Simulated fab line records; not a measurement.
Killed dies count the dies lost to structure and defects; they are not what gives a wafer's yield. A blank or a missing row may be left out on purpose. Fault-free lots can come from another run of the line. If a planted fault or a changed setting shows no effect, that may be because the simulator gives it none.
Which tool did it? / flow sky130 / at 1 step of a route of 708, 6 lots with 18 wafers sampled

== WHAT EACH GAUGE READ, for each wafer ==
SKY_CONTACT_OVL_MEAS_15.
lot=L960; measured=day 31 08:11; on=overlay-02; CONTACT_OVL (nm)=9 -6 3
lot=L963; measured=day 32 19:19; on=overlay-01; CONTACT_OVL (nm)=11 8 12
lot=L966; measured=day 33 14:01; on=overlay-02; CONTACT_OVL (nm)=4 9 8
lot=L967; measured=day 33 21:29; on=overlay-02; CONTACT_OVL (nm)=7 5 -1
lot=L969; measured=day 34 12:23; on=overlay-01; CONTACT_OVL (nm)=5 10 9
lot=L981; measured=day 38 13:38; on=overlay-01; CONTACT_OVL (nm)=-3 -2 0

== EACH LOT AND THE TOOL THAT RAN IT (in order: tool; ch and the chambers of the sampled wafers; start) ==
There is no process step in the record ahead of these readings.

== THE ANSWER, worked out from the rows above alone ==
Rule: the usual values come from the lots themselves. The widest of any qualifying gaps counts: lots, ordered by their means at a reading, are off when they make up no more than a third of the lots, leave a main group of 4 or more, and stand apart from it by 3 or more times the standard deviation of that group's means. If all means in a main group match to the digits the tables above print for the reading, that group is not used. Also off: a lot with no number at a reading for which 4 or more lots have one. Any other lot the step has rows for is counted as sound.
No lot is off on any of the readings shown, so nothing can be concluded from this.

== WHAT WAS PUT IN BY THE SIMULATOR ==
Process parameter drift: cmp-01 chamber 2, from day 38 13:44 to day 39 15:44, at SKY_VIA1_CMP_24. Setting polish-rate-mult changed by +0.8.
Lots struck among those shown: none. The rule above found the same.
